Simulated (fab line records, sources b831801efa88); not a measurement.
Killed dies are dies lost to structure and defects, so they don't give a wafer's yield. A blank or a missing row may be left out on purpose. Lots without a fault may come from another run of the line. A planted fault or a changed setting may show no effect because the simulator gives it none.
A struck lot beside a sound one | flow sky130 | 15 steps out of a route of 708
Sound: wafers L856.1, L856.2, L856.6. Struck: wafers L867.2, L867.3, L867.5. The cause comes at the end.
At each step with rows: each side's tool, then ch and its chambers, then its first start. Under that, the readings that differ: sound wafers | struck wafers | difference of the means | sigmas: that difference in standard deviations of wafers without a fault.
alike: readings whose means differ by less than 2 such deviations, and words and numbers that are the same on both sides. not compared: withheld readings, readings that some wafer has no value for, bounds like >300 that may hide the same value, and numbers for which the record gives no deviation and whose values overlap.
The two part at a step that has a row with sigmas, a row that says differs or no value, or rows on one side only. Numbers that don't overlap but have no deviation are shown without sigmas and don't part them. A reading that every wafer of one side lacks parts them only if that side has two wafers or more.

first, 4 steps without rows for these wafers: SKY_VIA2_STRIP_17 (strips in post etch residue remover, time 1200 s); SKY_VIA2_CLEAN_18 (cleans in IPA, time 180 s); SKY_VIA2_CLEAN_19 (cleans in O3/DIW); SKY_VIA2_SPUTTER_20 (material TiN, target thk 20 nm, time 80 s).
SKY_VIA2_CVD_21: deposits W, target thk 420 nm, time 126.4 s.
  sound on cvd_w-02 ch 0,1, day 38 10:52; struck on cvd_w-02 ch 0,1, day 42 20:32
  alike: chamber_pressure_Torr, heater_power_w
SKY_VIA2_RS_MEAS_22: measures by four-point-probe.
  sound on film_metro-03, day 38 10:59; struck on film_metro-03, day 42 20:41
  alike: VIA2_W_RS
SKY_VIA2_THK_MEAS_23: measures by xrf.
  sound on film_metro-03, day 38 11:07; struck on film_metro-03, day 42 20:48
  alike: VIA2_W_THK
then, 1 step without rows for these wafers: SKY_VIA2_CMP_24 (polishes, stops on SiO2, t overpolish 20 s, target thk 0 nm).
SKY_METAL3_SPUTTER_00: material Ti, target thk 15 nm, time 10 s.
  sound on pvd_sputter-02, day 38 11:28; struck on pvd_sputter-02, day 42 21:09
  alike: throttle_valve_pct
SKY_METAL3_SPUTTER_01: material TiN, target thk 20 nm, time 16.7 s.
  sound on pvd_sputter-02, day 38 11:29; struck on pvd_sputter-02, day 42 21:11
  alike: throttle_valve_pct
SKY_METAL3_SPUTTER_02: material AlCu, target thk 735 nm, time 39.1 s.
  sound on pvd_sputter-02, day 38 11:31; struck on pvd_sputter-02, day 42 21:12
  alike: throttle_valve_pct
SKY_METAL3_SPUTTER_03: material Ti, target thk 5 nm, time 3.3 s.
  sound on pvd_sputter-02, day 38 11:33; struck on pvd_sputter-02, day 42 21:14
  alike: throttle_valve_pct
SKY_METAL3_SPUTTER_04: material TiN, target thk 70 nm, time 58.3 s.
  sound on pvd_sputter-02, day 38 11:34; struck on pvd_sputter-02, day 42 21:16
  reading                                    | sound             | struck           | difference | sigmas
  model.TiN_of_METAL3_SPUTTER_04.thk_nm (nm) | 70.46 70.04 71.36 | 85.95 86.3 84.33 | +14.91     |
  alike: throttle_valve_pct
then, 1 step without rows for these wafers: SKY_CAPM_CVD_00 (deposits SiO2, target thk 15.5 nm).
SKY_PAD_OPEN_PROBE_99:
  the record has rows for the sound wafers here (prober-02, day 47 09:38) and none for the struck ones

WHERE THEY PART
Only at SKY_PAD_OPEN_PROBE_99, within this record.

WHY: what the simulator had put in
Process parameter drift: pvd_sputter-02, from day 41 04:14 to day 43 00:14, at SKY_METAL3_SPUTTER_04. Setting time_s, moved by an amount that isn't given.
